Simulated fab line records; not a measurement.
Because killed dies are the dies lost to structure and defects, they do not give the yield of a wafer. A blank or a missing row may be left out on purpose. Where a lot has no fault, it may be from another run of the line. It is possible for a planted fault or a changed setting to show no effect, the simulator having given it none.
2 desks looking at one fault + flow gf180mcu + each desk has only its own numbers; what lay behind them comes last

## THE METROLOGY DESK
Means of the sampled wafers that have a number, per lot and without regard to the tool the lot ran on: this is what the gauges read. A lot is out of limits, marked OUT, if its mean lies more than 4 standard deviations from the usual mean; the brackets give that distance.
Columns: A = V2_W_THK at GF_V2_THK_MEAS_25, usual 345 nm; B = M3_ALCU_RS at GF_M3_RS_MEAS_05, usual 0.0692 ohm/sq; C = V3_CVD_00_THK at GF_V3_THK_MEAS_01, usual 602 nm
| lot  | first seen here | A   | B      | C             |
|------|-----------------|-----|--------|---------------|
| L361 | day 20 13:08    | 341 | 0.0690 | 601           |
| L363 | day 21 11:32    | 345 | 0.0683 | 604           |
| L364 | day 21 18:52    | 344 | 0.0692 | 591           |
| L365 | day 22 12:46    | 347 | 0.0697 | 601           |
| L366 | day 22 19:27    | 340 | 0.0701 | 299 (-36) OUT |
| L367 | day 22 22:50    | 341 | 0.0695 | 300 (-36) OUT |
| L368 | day 23 09:46    | 348 | 0.0685 | 594           |
| L374 | day 25 09:34    | 343 | 0.0694 | 607           |
| L375 | day 25 16:56    | 346 | 0.0695 | 606           |
| L378 | day 26 21:23    | 344 | 0.0692 | 600           |
| L379 | day 27 04:15    | 340 | 0.0692 | 613           |
| L380 | day 27 09:22    | 348 | 0.0687 | 616           |
| L381 | day 27 12:22    | 350 | 0.0695 | 598           |
This desk's finding: out of limits on L366, L367; first on L366, day 23 19:53 (V3_CVD_00_THK at GF_V3_THK_MEAS_01). L361, L363, L364, L365, L368, L374, L375, L378, L379, L380, L381 stayed within limits.

## THE TOOL OWNER'S DESK: hdpcvd-01
The tool's own readings at GF_V3_CVD_00 (deposits SiO2, target thk 600 nm, time 100 s): means of the sampled wafers that have a number, for each lot that ran on this tool. A lot is out of limits, marked OUT, if its mean lies more than 4 standard deviations from the usual mean; the brackets give that distance.
Columns: A = sih4-flow-sccm at GF_V3_CVD_00, usual 60.01 sccm
| lot  | first seen here | A                       |
|------|-----------------|-------------------------|
| L361 | day 21 14:24    | 59.88                   |
| L364 | day 22 19:28    | 59.99                   |
| L365 | day 23 12:55    | 60.04                   |
| L366 | day 23 19:47    | 30.00 (-99 or more) OUT |
| L367 | day 23 23:04    | 29.94 (-99 or more) OUT |
| L378 | day 27 17:54    | 59.88                   |
| L381 | day 28 09:38    | 60.02                   |
This desk's finding: out of limits on L366, L367; first on L366, day 23 19:47 (sih4-flow-sccm at GF_V3_CVD_00). L361, L364, L365, L378, L381 stayed within limits.

## ALL TOGETHER
An alarm could have come from the tool owner's desk at day 23 19:47, on L366, L367.
Metrology desk: alarm possible at day 23 19:53 on L366, L367.
All the named lots went through GF_V3_CVD_00 on hdpcvd-01.

## WHAT WAS PUT IN BY THE SIMULATOR
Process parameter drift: hdpcvd-01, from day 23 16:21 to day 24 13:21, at GF_V3_CVD_00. Setting sih4-flow-sccm, moved by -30, from 60. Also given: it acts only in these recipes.
Struck lots among those shown: L366, L367.
Time in hours from fault onset to the first out-of-limits reading at each desk: tool owner's desk 3, metrology desk 4.
